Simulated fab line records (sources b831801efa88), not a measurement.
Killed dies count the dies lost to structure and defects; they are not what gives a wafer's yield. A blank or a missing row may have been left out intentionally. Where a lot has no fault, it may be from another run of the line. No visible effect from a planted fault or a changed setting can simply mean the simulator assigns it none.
Matching of chambers || flow sky130 || rie si-01 running SKY_FIELD_ISO_ETCH_17: 4 sister chambers
The step etches Si in HBr/Cl2/O2, target depth 342 nm, time 97.7 s. 8 wafers are shown with their chamber, then 12 later ones without.

WAFERS WITH THEIR CHAMBER
{"wafer": "L084.1", "chamber": 1, "oes product au (a.u.)": 1.002, "throttle valve pct (%)": 25.668}
{"wafer": "L084.6", "chamber": 1, "oes product au (a.u.)": 1.001, "throttle valve pct (%)": 25.654}
{"wafer": "L086.4", "chamber": 0, "oes product au (a.u.)": 1.023, "throttle valve pct (%)": 25.651}
{"wafer": "L089.1", "chamber": 2, "oes product au (a.u.)": 1.015, "throttle valve pct (%)": 25.662}
{"wafer": "L089.6", "chamber": 3, "oes product au (a.u.)": 0.968, "throttle valve pct (%)": 25.686}
{"wafer": "L090.3", "chamber": 2, "oes product au (a.u.)": 1.002, "throttle valve pct (%)": 25.651}
{"wafer": "L090.5", "chamber": 3, "oes product au (a.u.)": 0.968, "throttle valve pct (%)": 25.668}
{"wafer": "L090.6", "chamber": 0, "oes product au (a.u.)": 1.034, "throttle valve pct (%)": 25.629}

WAFERS WITHOUT THEIR CHAMBER
{"wafer": "L091.2", "oes product au (a.u.)": 1.019, "throttle valve pct (%)": 25.628}
{"wafer": "L091.3", "oes product au (a.u.)": 1.003, "throttle valve pct (%)": 25.653}
{"wafer": "L091.5", "oes product au (a.u.)": 1.011, "throttle valve pct (%)": 25.653}
{"wafer": "L093.4", "oes product au (a.u.)": 0.998, "throttle valve pct (%)": 25.659}
{"wafer": "L093.5", "oes product au (a.u.)": 0.963, "throttle valve pct (%)": 25.688}
{"wafer": "L093.6", "oes product au (a.u.)": 0.999, "throttle valve pct (%)": 25.666}
{"wafer": "L095.1", "oes product au (a.u.)": 1.010, "throttle valve pct (%)": 25.644}
{"wafer": "L095.4", "oes product au (a.u.)": 1.031, "throttle valve pct (%)": 25.627}
{"wafer": "L095.6", "oes product au (a.u.)": 1.012, "throttle valve pct (%)": 25.654}
{"wafer": "L097.1", "oes product au (a.u.)": 1.006, "throttle valve pct (%)": 25.639}
{"wafer": "L097.2", "oes product au (a.u.)": 0.964, "throttle valve pct (%)": 25.684}
{"wafer": "L097.3", "oes product au (a.u.)": 1.006, "throttle valve pct (%)": 25.650}

WHICH CHAMBER EACH WENT THROUGH
{"wafer": "L091.2", "from the rows above": "can't be placed: 0 or 2", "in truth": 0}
{"wafer": "L091.3", "from the rows above": "can't be placed: 1 or 2", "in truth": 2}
{"wafer": "L091.5", "from the rows above": "can't be placed: 2 or 1", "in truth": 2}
{"wafer": "L093.4", "from the rows above": "can't be placed: 1 or 2", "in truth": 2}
{"wafer": "L093.5", "from the rows above": 3, "in truth": 3}
{"wafer": "L093.6", "from the rows above": "can't be placed: 1 or 2", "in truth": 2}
{"wafer": "L095.1", "from the rows above": "can't be placed: 2 or 1", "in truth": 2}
{"wafer": "L095.4", "from the rows above": 0, "in truth": 0}
{"wafer": "L095.6", "from the rows above": "can't be placed: 2 or 1", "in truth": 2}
{"wafer": "L097.1", "from the rows above": "can't be placed: 2 or 1", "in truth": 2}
{"wafer": "L097.2", "from the rows above": 3, "in truth": 3}
{"wafer": "L097.3", "from the rows above": "can't be placed: 2 or 1", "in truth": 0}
Placed correctly: 3 of 12. From these rows, 9 cannot be placed; in 8 the true chamber is one of the candidates. 0 placed wrongly.
How it was worked out, from the rows above alone: a wafer's distance from a chamber is the root of the sum, over the readings, of the square of ((its reading less the chamber's mean) divided by the reading's scatter). The wafer belongs to the nearest chamber; if the next one is less than 2 further off, it can't be placed. The mean given for a chamber averages the wafers shown for that chamber. The scatter: the root of (the sum of the squares of (reading less its chamber's mean) over the shown wafers, divided by (wafers less chambers)).
